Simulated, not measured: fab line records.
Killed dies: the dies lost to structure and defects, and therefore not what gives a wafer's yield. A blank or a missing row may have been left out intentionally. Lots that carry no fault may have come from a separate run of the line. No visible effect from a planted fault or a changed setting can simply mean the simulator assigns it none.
A single fault, viewed from 2 desks + flow gf180mcu + only its own numbers are on each desk; what lay behind them is given at the end

== AT THE METROLOGY DESK ==
Lot by lot, what the gauges showed, no matter which tool ran the lot: averages of those sampled wafers that carry a number. The brackets show how far a lot's mean lies from the usual mean; more than 4 standard deviations puts the lot out of limits, marked OUT.
Columns: A = V4_W_RS at GF_V4_RS_MEAS_24, usual 0.327 ohm/sq; B = V4_W_THK at GF_V4_THK_MEAS_25, usual 339 nm; C = MIM_CVD_05_THK at GF_MIM_THK_MEAS_06, usual 42.0 nm; D = MIM_ALCU_RS at GF_MIM_RS_MEAS_10, usual 0.1600 ohm/sq; E = MIM_ALCU_THK at GF_MIM_THK_MEAS_11, usual 201.4 nm; F = cd nm at GF_M5_CD_MEAS_07, usual 280.0 nm; G = M5_OVL at GF_M5_OVL_MEAS_08, usual -2 nm
| lot  | first seen here | A     | B   | C    | D      | E     | F     | G   |
|------|-----------------|-------|-----|------|--------|-------|-------|-----|
| L142 | day 24 10:56    | 0.328 | 337 | 42.1 | 0.1636 | 197.6 | 279.6 | 2   |
| L143 | day 24 19:28    | 0.330 | 334 | 41.8 | 0.1610 | 199.5 | 279.7 | -8  |
| L147 | day 26 04:02    | 0.322 | 345 | 41.9 | 0.1588 | 200.7 | 281.2 | -3  |
| L150 | day 27 04:10    | 0.320 | 344 | 42.2 | 0.1585 | 204.4 | 279.7 | -2  |
| L157 | day 29 08:01    | 0.331 | 333 | 41.6 | 0.1581 | 203.1 | 280.0 | -10 |
| L158 | day 29 16:57    | 0.329 | 334 | 41.6 | 0.1596 | 201.3 | 280.6 | 3   |
Finding of this desk: none of the 6 lots has anything out of limits.

== FOR THE TOOL OWNER'S DESK: pvd sputter-02 ==
At GF_MIM_SPUTTER_04 (material TiN, target thk 50 nm, time 41.7 s) the tool's own readings: per lot run on this tool, the mean of the sampled wafers that have a number. The brackets show how far a lot's mean lies from the usual mean; more than 4 standard deviations puts the lot out of limits, marked OUT.
Columns: A = throttle valve pct at GF_MIM_SPUTTER_04, usual 30.4 %
| lot  | first seen here | A    |
|------|-----------------|------|
| L142 | day 24 11:35    | 31.0 |
| L147 | day 26 04:40    | 31.0 |
| L157 | day 29 08:51    | 30.9 |
| L158 | day 29 17:33    | 31.1 |
Finding of this desk: none of the 4 lots has anything out of limits.

== PUT TOGETHER ==
The metrology desk saw nothing out of limits.
Nothing out of limits was seen by the tool owner's desk.

== WHAT THE SIMULATOR HAD PUT IN ==
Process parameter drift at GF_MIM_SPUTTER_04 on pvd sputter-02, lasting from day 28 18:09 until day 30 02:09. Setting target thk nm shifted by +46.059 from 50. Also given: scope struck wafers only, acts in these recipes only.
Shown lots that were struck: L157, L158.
